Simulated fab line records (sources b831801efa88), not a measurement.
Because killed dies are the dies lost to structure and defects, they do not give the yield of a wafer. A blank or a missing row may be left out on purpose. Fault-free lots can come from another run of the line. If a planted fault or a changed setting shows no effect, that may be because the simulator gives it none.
Which tool was responsible? | flow sfq_line | 14 lots, 42 wafers sampled, at 4 steps of a route of 325

== WHAT THE GAUGES SHOWED, per wafer ==
SFQ_L0_THK_MEAS_902: measures by xrf.
lot  | measured    | on            | L0_MONX_KI_THK (nm)
L694 | day 2 03:43 | film_metro-03 | 40.9 40.8 41.0
L697 | day 2 18:41 | film_metro-04 | 40.1 39.3 39.8
L699 | day 3 04:41 | film_metro-04 | 39.8 40.4 40.3
L700 | day 3 09:41 | film_metro-04 | 41.4 41.2 41.0
L701 | day 3 14:41 | film_metro-03 | 40.4 40.8 39.6
L702 | day 3 19:41 | film_metro-04 | 40.3 40.6 40.5
L707 | day 4 20:42 | film_metro-02 | 40.1 39.8 39.9
L708 | day 5 01:41 | film_metro-03 | 40.1 39.6 39.9
L709 | day 5 06:41 | film_metro-03 | 39.5 39.4 39.3
L710 | day 5 11:41 | film_metro-02 | 39.9 39.6 40.0
L711 | day 5 16:41 | film_metro-03 | 39.0 39.4 39.4
L712 | day 5 21:41 | film_metro-02 | 40.7 40.5 40.5
L713 | day 6 02:41 | film_metro-04 | 40.1 39.9 40.3
L714 | day 6 07:41 | film_metro-03 | 39.6 39.9 40.3

SFQ_M4_RS_MEAS_924: measures by four-point-probe.
lot  | measured     | on            | M4_NB_RS (ohm/sq)
L694 | day 46 00:08 | film_metro-03 | 0.875 0.877 0.883
L697 | day 46 16:53 | film_metro-04 | 0.894 0.890 0.894
L699 | day 46 22:58 | film_metro-01 | 0.823 0.821 0.825
L700 | day 48 02:26 | film_metro-01 | 0.893 0.886 0.886
L701 | day 48 11:59 | film_metro-04 | 0.828 0.830 0.832
L702 | day 48 13:27 | film_metro-04 | 0.875 0.884 0.880
L707 | day 50 10:54 | film_metro-03 | 0.880 0.889 0.891
L708 | day 50 22:15 | film_metro-03 | 0.879 0.874 0.881
L709 | day 51 02:28 | film_metro-04 | 0.898 0.893 0.895
L710 | day 51 08:28 | film_metro-03 | 0.892 0.888 0.893
L711 | day 51 16:52 | film_metro-03 | 0.891 0.888 0.889
L712 | day 51 18:04 | film_metro-04 | 0.877 0.876 0.891
L713 | day 52 17:58 | film_metro-04 | 0.894 0.896 0.903
L714 | day 52 19:20 | film_metro-03 | 0.889 0.893 0.891

== EACH LOT AND THE TOOL THAT RAN IT (in order: tool; ch and the chambers of the sampled wafers; start) ==
lot  | SFQ_TRILAYER_I1_VIA_BARC_OPEN_VIA_ETCH_071 | SFQ_TRILAYER_M4_DEP_SPUTTER_091
L694 | rie_diel-04 ch 0,2,3, day 27 16:00         | pvd_sputter-05, day 45 23:59
L697 | rie_diel-04 ch 1,3, day 28 05:30           | pvd_sputter-04, day 46 16:47
L699 | rie_diel-03 ch 1,2,3, day 28 09:06         | pvd_sputter-04, day 46 22:53
L700 | rie_diel-04 ch 0,1, day 28 11:30           | pvd_sputter-05, day 48 02:19
L701 | rie_diel-02 ch 0,2,3, day 29 16:59         | pvd_sputter-04, day 48 11:54
L702 | rie_diel-04 ch 1,2, day 29 18:11           | pvd_sputter-05, day 48 13:20
L707 | rie_diel-03 ch 0,3, day 31 16:18           | pvd_sputter-05, day 50 10:46
L708 | rie_diel-04 ch 0,2,3, day 32 06:25         | pvd_sputter-04, day 50 22:10
L709 | rie_diel-03 ch 0,2,3, day 32 10:01         | pvd_sputter-05, day 51 02:22
L710 | rie_diel-02 ch 0,1, day 32 17:13           | pvd_sputter-04, day 51 08:22
L711 | rie_diel-04 ch 0,1,2, day 33 07:07         | pvd_sputter-05, day 51 16:46
L712 | rie_diel-02 ch 0,1,2, day 33 10:25         | pvd_sputter-03, day 51 17:58
L713 | rie_diel-04 ch 0,2,3, day 34 15:38         | pvd_sputter-04, day 52 17:53
L714 | rie_diel-04 ch 0,1, day 35 01:59           | pvd_sputter-05, day 52 19:13
- SFQ_TRILAYER_I1_VIA_BARC_OPEN_VIA_ETCH_071: etches BARC in O2, target depth 125 nm, time 41.7 s.
- SFQ_TRILAYER_M4_DEP_SPUTTER_091: material Nb, target thk 200 nm, time 133.3 s.

== WHAT THE TOOLS THEMSELVES READ (means of the sampled wafers that have a number; where no wafer has one, the mark that the record gives instead) ==
SFQ_TRILAYER_I1_VIA_BARC_OPEN_VIA_ETCH_071.
lot  | tool        | bias_w (W) | drypump_motor_current_A (A) | oes_product_au (a.u.) | rf_fwd_power_W (W)
L694 | rie_diel-04 | 80.01      | 6.1                         | 0.683                 | 495.6
L697 | rie_diel-04 | 79.89      | 5.2                         | 0.685                 | 494.9
L699 | rie_diel-03 | 79.91      | 5.5                         | 0.679                 | 495.2
L700 | rie_diel-04 | 79.88      | 5.4                         | 0.685                 | 494.8
L701 | rie_diel-02 | 79.98      | 5.6                         | 0.679                 | 494.6
L702 | rie_diel-04 | 80.02      | 5.9                         | 0.687                 | 496.2
L707 | rie_diel-03 | 80.06      | 5.8                         | 0.687                 | 493.6
L708 | rie_diel-04 | 80.13      | 6.1                         | 0.687                 | 495.1
L709 | rie_diel-03 | 80.01      | 5.8                         | 0.678                 | 494.9
L710 | rie_diel-02 | 80.07      | 6.0                         | 0.686                 | 494.8
L711 | rie_diel-04 | 79.91      | 5.6                         | 0.690                 | 495.0
L712 | rie_diel-02 | 79.91      | 5.5                         | 0.687                 | 494.4
L713 | rie_diel-04 | 79.85      | 6.1                         | 0.685                 | 495.2
L714 | rie_diel-04 | 79.93      | 5.0                         | 0.679                 | 494.5

SFQ_TRILAYER_M4_DEP_SPUTTER_091.
lot  | tool           | cathode_dc_power_W (W) | resputter_cathode_voltage_v (V) | substrate_temp_c (C) | throttle_valve_pct (%)
L694 | pvd_sputter-05 | 1999.8                 | 403                             | 19.97                | 31.5
L697 | pvd_sputter-04 | 2000.0                 | 399                             | 20.05                | 30.1
L699 | pvd_sputter-04 | 2159.8                 | 401                             | 20.03                | 29.9
L700 | pvd_sputter-05 | 2000.2                 | 400                             | 20.04                | 31.2
L701 | pvd_sputter-04 | 2160.0                 | 399                             | 19.99                | 30.0
L702 | pvd_sputter-05 | 1999.9                 | 402                             | 20.03                | 30.2
L707 | pvd_sputter-05 | 1999.7                 | 404                             | 19.97                | 31.8
L708 | pvd_sputter-04 | 2000.1                 | 402                             | 20.04                | 29.8
L709 | pvd_sputter-05 | 1999.7                 | 402                             | 19.95                | 31.6
L710 | pvd_sputter-04 | 1999.9                 | 402                             | 19.88                | 29.4
L711 | pvd_sputter-05 | 2000.2                 | 399                             | 20.04                | 31.0
L712 | pvd_sputter-03 | 2000.1                 | 398                             | 20.00                | 31.0
L713 | pvd_sputter-04 | 1999.8                 | 398                             | 20.05                | 30.4
L714 | pvd_sputter-05 | 2000.1                 | 402                             | 20.03                | 31.8

== THE ANSWER, worked out from the rows above alone ==
Rule: the lots themselves supply what counts as usual. The widest of any qualifying gaps counts: lots, ordered by their means at a reading, are off when they make up no more than a third of the lots, leave a main group of 4 or more, and stand apart from it by 3 or more times the standard deviation of that group's means. A main group is skipped when, at the precision printed for the reading in the tables above, its means are all equal. Also off: a lot with no number at a reading for which 4 or more lots have one. Any other lot the step has rows for is counted as sound. After the gauges, taken in route order, come the tools' own readings; for these a lot's mean is taken, as printed above. The first step at which some lot is off is used, and at that step the reading that is off furthest; a lot without a number counts as furthest.
Off: L699, L701, seen at SFQ_M4_RS_MEAS_924 (M4_NB_RS). Mean 0.887 ohm/sq and standard deviation 0.0064 in the main group.
If a tool, at a process step before that reading, ran all the lots that are off and no sound lot after the first of them, it fits. Not tried: the gauges at SFQ_M4_RS_MEAS_924; whatever is off there is also off at SFQ_TRILAYER_M4_DEP_SPUTTER_091, on other tools, and gauge error can't account for it. Of those tried, none fits.

== WHAT THE SIMULATOR PUT IN ==
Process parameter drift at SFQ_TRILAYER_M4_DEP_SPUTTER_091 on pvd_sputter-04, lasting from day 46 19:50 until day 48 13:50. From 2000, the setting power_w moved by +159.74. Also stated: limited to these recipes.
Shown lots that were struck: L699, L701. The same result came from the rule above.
